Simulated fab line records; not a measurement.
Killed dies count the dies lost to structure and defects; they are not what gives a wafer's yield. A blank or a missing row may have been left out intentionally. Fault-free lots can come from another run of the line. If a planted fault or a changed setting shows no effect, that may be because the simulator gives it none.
fab line records    flow gf180mcu
record lots=12  wafers=36  last-day=34
route steps=602 shown MIM@511 M5@534 TOP_METAL@569
lots that met no fault: taken from a fault-free run of the same line
start-h: hours from the record's first day to the start of the lot's first wafer shown    wait-h: hours from the lot's prior step to this one    " identical to the entry in the row above    L1.1+2: one row covering several wafers at once    - no value, or no start was given    * or withheld: withheld    < > ~ a bound
route shown NAME@n: a module of which the file shows steps, and the number in the route of the first    usual: the fault-free wafers' mean and standard deviation    same: alike in all rows    chamber/n: place in a boat    sites: readings site by site    _std_site: standard deviation across them    _edge_site: mean of outer sites minus mean of inner sites    radius-mm: how far each site lies from the wafer's centre    mask NAME#n: copy n    behind: the last tool/chamber to shape the wafer    hold: the reason the lot was held/the length of the hold in hours/how it ended    device: whichever transistor did not switch (one of n, p or np)    end of line: the tests these same wafers got at the end of their route    a step with no rows: only its recipe    killed: at the first sort, the dies lost to defects and structure; wafer yield is something else    map: shows each die of a wafer: x if killed, . if not, _ if none is there
set.NAME: the setting as run; set.NAME@STEP: as run at that earlier step    model.NAME: the simulator's own value behind a step, which no gauge read
one table for each step of the route and one row for each wafer, over a sample of lots
services: from which hour (start-h, from the record's first day; less than 0 if before it) a tool's chamber was out of use, for how many hours, and why
## steps
# step GF_MIM_SPUTTER_08
# recipe material=AlCu  target-thk-nm=200  power-w=10600  time-s=10.6  chamber-pressure-pa=0.4
# usual throttle-valve-pct=29.6/0.94
lot.wafer  tool            chamber  start-h  wait-h  throttle-valve-pct
L363.1     pvd-sputter-02  -        562.81   0.0     29.9
L363.3     "               -        "        "       29.1
L363.5     "               -        "        "       29.3
L365.1     pvd-sputter-03  -        581.96   0.0     28.5
L365.2     "               -        "        "       30.7
L365.3     "               -        "        "       28.2
L367.1     pvd-sputter-02  -        598.26   0.0     29.9
L367.2     "               -        "        "       29.2
L367.5     "               -        "        "       30.5
L368.2     pvd-sputter-03  -        608.09   0.0     30.6
L368.3     "               -        "        "       28.2
L368.5     "               -        "        "       28.5
L369.1     pvd-sputter-02  -        616.21   0.0     29.0
L369.3     "               -        "        "       30.9
L369.5     "               -        "        "       30.0
L370.1     pvd-sputter-04  -        619.51   0.0     27.9
L370.2     "               -        "        "       31.1
L370.4     "               -        "        "       29.2
L374.3     pvd-sputter-02  -        647.06   0.0     29.1
L374.4     "               -        "        "       30.1
L374.5     "               -        "        "       29.1
L377.1     pvd-sputter-02  -        671.12   0.0     29.5
L377.4     "               -        "        "       30.6
L377.5     "               -        "        "       30.0
L379.2     pvd-sputter-04  -        687.94   0.0     29.4
L379.4     "               -        "        "       29.3
L379.6     "               -        "        "       29.4
L381.3     pvd-sputter-04  -        702.77   0.0     29.3
L381.4     "               -        "        "       29.4
L381.5     "               -        "        "       31.2
L384.1     pvd-sputter-02  -        728.14   0.0     29.0
L384.5     "               -        "        "       30.5
L384.6     "               -        "        "       28.9
L386.1     pvd-sputter-02  -        728.57   0.0     29.2
L386.3     "               -        "        "       30.8
L386.5     "               -        "        "       29.9
# step GF_M5_OVL_MEAS_08
# usual M5_OVL=-4/5.2
lot.wafer  tool        chamber  start-h  wait-h  M5_OVL[nm]
L363.1     overlay-02  -        606.96   0.1     -8
L363.3     "           -        "        "       -4
L363.5     "           -        "        "       1
L365.1     overlay-01  -        624.55   0.1     -2
L365.2     "           -        "        "       -8
L365.3     "           -        "        "       -9
L367.1     overlay-01  -        639.76   0.1     2
L367.2     "           -        "        "       -12
L367.5     "           -        "        "       -3
L368.2     overlay-01  -        649.18   0.1     -10
L368.3     "           -        "        "       2
L368.5     "           -        "        "       -5
L369.1     overlay-02  -        656.28   0.1     0
L369.3     "           -        "        "       -12
L369.5     "           -        "        "       -4
L370.1     overlay-01  -        659.54   0.1     -2
L370.2     "           -        "        "       -2
L370.4     "           -        "        "       1
L374.3     overlay-02  -        685.71   0.1     -2
L374.4     "           -        "        "       -9
L374.5     "           -        "        "       -2
L377.1     overlay-01  -        707.64   0.1     -5
L377.4     "           -        "        "       -10
L377.5     "           -        "        "       -6
L379.2     overlay-01  -        726.17   0.1     -9
L379.4     "           -        "        "       2
L379.6     "           -        "        "       5
L381.3     overlay-01  -        737.55   0.1     -2
L381.4     "           -        "        "       -2
L381.5     "           -        "        "       -1
L384.1     overlay-02  -        762.04   0.1     -5
L384.5     "           -        "        "       -7
L384.6     "           -        "        "       3
L386.1     overlay-01  -        762.11   0.1     -2
L386.3     "           -        "        "       -6
L386.5     "           -        "        "       -6
# step GF_TOP_METAL_SPUTTER_02
# recipe material=AlCu  target-thk-nm=900  power-w=10600  chamber-pressure-pa=0.3  substrate-temp-c=250  gas=Ar  time-s=47.82
# usual throttle-valve-pct=29.7/1
lot.wafer  tool            chamber  start-h  wait-h  throttle-valve-pct
L363.1     pvd-sputter-04  -        630.21   0.0     29.4
L363.3     "               -        "        "       29.3
L363.5     "               -        "        "       29.3
L365.1     pvd-sputter-01  -        647.18   0.0     30.4
L365.2     "               -        "        "       29.4
L365.3     "               -        "        "       31.1
L367.1     pvd-sputter-01  -        662.22   0.0     28.3
L367.2     "               -        "        "       29.5
L367.5     "               -        "        "       30.3
L368.2     pvd-sputter-03  -        671.20   0.0     28.7
L368.3     "               -        "        "       30.8
L368.5     "               -        "        "       30.8
L369.1     pvd-sputter-04  -        678.94   0.0     31.1
L369.3     "               -        "        "       29.2
L369.5     "               -        "        "       29.5
L370.1     pvd-sputter-04  -        681.37   0.0     29.5
L370.2     "               -        "        "       31.1
L370.4     "               -        "        "       29.5
L374.3     pvd-sputter-01  -        707.09   0.0     29.5
L374.4     "               -        "        "       28.6
L374.5     "               -        "        "       28.4
L377.1     pvd-sputter-01  -        727.94   0.0     29.6
L377.4     "               -        "        "       30.6
L377.5     "               -        "        "       29.7
L379.2     pvd-sputter-03  -        746.00   0.0     28.7
L379.4     "               -        "        "       28.6
L379.6     "               -        "        "       30.5
L381.3     pvd-sputter-03  -        757.30   0.0     28.8
L381.4     "               -        "        "       30.7
L381.5     "               -        "        "       30.1
L386.1     pvd-sputter-03  -        780.44   0.0     30.7
L386.3     "               -        "        "       28.5
L386.5     "               -        "        "       28.0
L384.1     pvd-sputter-04  -        781.72   0.0     28.2
L384.5     "               -        "        "       30.9
L384.6     "               -        "        "       29.3
# step GF_TOP_METAL_SPUTTER_03
# recipe material=Ti  target-thk-nm=5  substrate-temp-c=300  chamber-pressure-pa=0.3  power-w=3000  time-s=3.3
# usual throttle-valve-pct=29.7/1
lot.wafer  tool            chamber  start-h  wait-h  throttle-valve-pct
L363.1     pvd-sputter-04  -        630.26   0.0     29.9
L363.3     "               -        "        "       29.3
L363.5     "               -        "        "       29.1
L365.1     pvd-sputter-01  -        647.23   0.0     30.4
L365.2     "               -        "        "       29.9
L365.3     "               -        "        "       30.7
L367.1     pvd-sputter-01  -        662.26   0.0     28.4
L367.2     "               -        "        "       29.8
L367.5     "               -        "        "       30.2
L368.2     pvd-sputter-03  -        671.24   0.0     29.1
L368.3     "               -        "        "       30.4
L368.5     "               -        "        "       30.8
L369.1     pvd-sputter-04  -        678.98   0.0     30.9
L369.3     "               -        "        "       29.7
L369.5     "               -        "        "       29.4
L370.1     pvd-sputter-04  -        681.41   0.0     29.4
L370.2     "               -        "        "       31.1
L370.4     "               -        "        "       29.1
L374.3     pvd-sputter-01  -        707.13   0.0     29.4
L374.4     "               -        "        "       28.2
L374.5     "               -        "        "       28.4
L377.1     pvd-sputter-01  -        727.98   0.0     29.7
L377.4     "               -        "        "       31.0
L377.5     "               -        "        "       29.6
L379.2     pvd-sputter-03  -        746.05   0.0     28.4
L379.4     "               -        "        "       28.8
L379.6     "               -        "        "       30.6
L381.3     pvd-sputter-03  -        757.34   0.0     28.7
L381.4     "               -        "        "       30.7
L381.5     "               -        "        "       30.5
L386.1     pvd-sputter-03  -        780.48   0.0     30.8
L386.3     "               -        "        "       28.9
L386.5     "               -        "        "       28.4
L384.1     pvd-sputter-04  -        781.76   0.0     27.8
L384.5     "               -        "        "       31.2
L384.6     "               -        "        "       29.5
# step GF_TOP_METAL_RS_MEAS_05
# recipe thk-meas-gauge=four-point-probe  reads=TiN_of_TOP_METAL_SPUTTER_04+Ti_of_TOP_METAL_SPUTTER_03+AlCu_of_TOP_METAL_SPUTTER_02+TiN_of_TOP_METAL_SPUTTER_01+Ti_of_TOP_METAL_SPUTTER_00
# usual TOP_METAL_ALCU_RS=0.0329/0.00041
lot.wafer  tool           chamber  start-h  wait-h  TOP_METAL_ALCU_RS[ohm/sq]
L363.1     film-metro-03  -        630.30   0.0     0.0326
L363.3     "              -        "        "       0.0331
L363.5     "              -        "        "       0.0331
L365.1     film-metro-01  -        647.27   0.0     0.0327
L365.2     "              -        "        "       0.0328
L365.3     "              -        "        "       0.0329
L367.1     film-metro-03  -        662.31   0.0     0.0331
L367.2     "              -        "        "       0.0327
L367.5     "              -        "        "       0.0326
L368.2     film-metro-03  -        671.31   0.0     0.0323
L368.3     "              -        "        "       0.0324
L368.5     "              -        "        "       0.0323
L369.1     film-metro-03  -        679.03   0.0     0.0330
L369.3     "              -        "        "       0.0332
L369.5     "              -        "        "       0.0326
L370.1     film-metro-03  -        681.46   0.0     0.0326
L370.2     "              -        "        "       0.0329
L370.4     "              -        "        "       0.0323
L374.3     film-metro-01  -        707.22   0.1     0.0403
L374.4     "              -        "        "       0.0405
L374.5     "              -        "        "       0.0405
L377.1     film-metro-03  -        728.03   0.0     0.0407
L377.4     "              -        "        "       0.0404
L377.5     "              -        "        "       0.0407
L379.2     film-metro-03  -        746.11   0.0     0.0330
L379.4     "              -        "        "       0.0327
L379.6     "              -        "        "       0.0325
L381.3     film-metro-03  -        757.43   0.1     0.0326
L381.4     "              -        "        "       0.0326
L381.5     "              -        "        "       0.0325
L386.1     film-metro-03  -        780.53   0.0     0.0320
L386.3     "              -        "        "       0.0323
L386.5     "              -        "        "       0.0318
L384.1     film-metro-04  -        781.81   0.0     0.0327
L384.5     "              -        "        "       0.0330
L384.6     "              -        "        "       0.0327
# step GF_TOP_METAL_THK_MEAS_06
# recipe thk-meas-gauge=xrf  reads=AlCu_of_TOP_METAL_SPUTTER_02
# usual TOP_METAL_ALCU_THK=889/12
lot.wafer  tool           chamber  start-h  wait-h  TOP_METAL_ALCU_THK[nm]
L363.1     film-metro-03  -        630.42   0.1     903
L363.3     "              -        "        "       889
L363.5     "              -        "        "       886
L365.1     film-metro-01  -        647.39   0.1     888
L365.2     "              -        "        "       889
L365.3     "              -        "        "       884
L367.1     film-metro-03  -        662.43   0.1     886
L367.2     "              -        "        "       894
L367.5     "              -        "        "       895
L368.2     film-metro-03  -        671.42   0.1     901
L368.3     "              -        "        "       902
L368.5     "              -        "        "       906
L369.1     film-metro-03  -        679.15   0.1     883
L369.3     "              -        "        "       880
L369.5     "              -        "        "       897
L370.1     film-metro-03  -        681.58   0.1     896
L370.2     "              -        "        "       885
L370.4     "              -        "        "       905
L374.3     film-metro-01  -        707.32   0.1     723
L374.4     "              -        "        "       724
L374.5     "              -        "        "       715
L377.1     film-metro-03  -        728.15   0.1     720
L377.4     "              -        "        "       724
L377.5     "              -        "        "       720
L379.2     film-metro-03  -        746.22   0.1     887
L379.4     "              -        "        "       895
L379.6     "              -        "        "       899
L381.3     film-metro-03  -        757.53   0.1     897
L381.4     "              -        "        "       898
L381.5     "              -        "        "       904
L386.1     film-metro-03  -        780.65   0.1     917
L386.3     "              -        "        "       902
L386.5     "              -        "        "       921
L384.1     film-metro-04  -        781.93   0.1     890
L384.5     "              -        "        "       887
L384.6     "              -        "        "       890
## services
tool            chamber  start-h  hours  kind
pvd-sputter-04  2        565.78   -      consumable-replace:kit
pvd-sputter-04  2        565.78   18.0   scheduled-down
pvd-sputter-04  2        565.78   18.0   vent-cycle
pvd-sputter-01  -        573.15   4.4    repair
pvd-sputter-01  2        581.52   -      consumable-replace:kit
pvd-sputter-01  2        581.52   18.0   scheduled-down
pvd-sputter-01  2        581.52   18.0   vent-cycle
pvd-sputter-03  3        644.03   -      consumable-replace:kit
pvd-sputter-03  3        644.03   18.0   scheduled-down
pvd-sputter-03  3        644.03   18.0   vent-cycle
pvd-sputter-02  3        648.58   -      consumable-replace:kit
pvd-sputter-03  -        678.57   12.1   repair
pvd-sputter-04  1        679.03   -      consumable-replace:kit
pvd-sputter-04  1        679.03   18.0   scheduled-down
pvd-sputter-04  1        679.03   18.0   vent-cycle
pvd-sputter-04  -        704.90   4.4    repair
pvd-sputter-04  -        721.27   3.7    repair
pvd-sputter-03  2        740.02   -      consumable-replace:kit
pvd-sputter-03  2        740.02   18.0   scheduled-down
pvd-sputter-03  2        740.02   18.0   vent-cycle
pvd-sputter-03  -        752.53   2.1    repair
pvd-sputter-04  0        780.03   -      consumable-replace:kit
pvd-sputter-04  0        780.03   18.0   scheduled-down
pvd-sputter-04  0        780.03   18.0   vent-cycle
## key
first-sign step=GF_TOP_METAL_RS_MEAS_05  reading=TOP_METAL_ALCU_RS  direction=up  sigmas=19  usual=0.0329  struck=0.0405
effect step=GF_TOP_METAL_THK_MEAS_06  reading=TOP_METAL_ALCU_THK  direction=down  sigmas=14  usual=889  struck=721
met-at GF_TOP_METAL_SPUTTER_02
struck-lots L374,L377
not-acting-at GF_MIM_SPUTTER_08,GF_M5_OVL_MEAS_08,GF_TOP_METAL_SPUTTER_03
onset-between 662.22 707.09
fault kind=process-parameter-drift  tool=pvd-sputter-01  chamber=-  onset-h=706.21  steps=GF_TOP_METAL_SPUTTER_02  channel=time-s  offset=*  shape=step  end-h=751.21  acts-in=*  stated=*
